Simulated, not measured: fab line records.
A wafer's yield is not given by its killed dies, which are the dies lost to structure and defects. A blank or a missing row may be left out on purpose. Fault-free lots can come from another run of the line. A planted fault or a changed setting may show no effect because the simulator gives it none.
What tool caused it? | flow sky130 | Sampling: 6 lots, 18 wafers, 2 of 708 route steps

== WHAT THE GAUGES READ, wafer by wafer ==
SKY_LDD_P_CD_MEAS_07: target cd 380 nm.
lot  | measured     | on        | cd nm (nm)
L400 | day 19 06:13 | cd sem-02 | 379.4 380.0 380.8
L402 | day 19 19:07 | cd sem-02 | 379.7 378.2 381.3
L404 | day 21 00:14 | cd sem-01 | 382.7 384.4 382.6
L409 | day 23 01:07 | cd sem-01 | 379.3 379.9 379.5
L417 | day 25 15:35 | cd sem-02 | 381.4 380.7 382.7
L420 | day 26 06:44 | cd sem-02 | 378.3 378.6 376.1

== WHAT TOOL EACH LOT RAN ON (gives the tool, then ch and the chambers of the sampled wafers, and finally the start) ==
lot  | SKY_RES_PROTECT_STRIP_07
L400 | plasma asher-03 ch 0,1, day 15 08:17
L402 | plasma asher-04 ch 0,1, day 15 22:27
L404 | plasma asher-04 ch 0,1, day 17 01:08
L409 | plasma asher-02 ch 0,1, day 18 23:59
L417 | plasma asher-03 ch 0,1, day 21 18:08
L420 | plasma asher-03 ch 0,1, day 22 10:11
- SKY_RES_PROTECT_STRIP_07: strips in O2/N2.

== THE ANSWER, worked out from the rows above alone ==
Rule: usual is defined by the lots themselves. The widest of any qualifying gaps counts: lots, ordered by their means at a reading, are off when they make up no more than a third of the lots, leave a main group of 4 or more, and stand apart from it by 3 or more times the standard deviation of that group's means. If all means in a main group match to the digits the tables above print for the reading, that group is not used. Also off: a lot with no number at a reading for which 4 or more lots have one. Any other lot the step has rows for is counted as sound.
No lot is off on any of the readings shown, so nothing can be concluded from this.

== WHAT THE SIMULATOR HAD INSERTED ==
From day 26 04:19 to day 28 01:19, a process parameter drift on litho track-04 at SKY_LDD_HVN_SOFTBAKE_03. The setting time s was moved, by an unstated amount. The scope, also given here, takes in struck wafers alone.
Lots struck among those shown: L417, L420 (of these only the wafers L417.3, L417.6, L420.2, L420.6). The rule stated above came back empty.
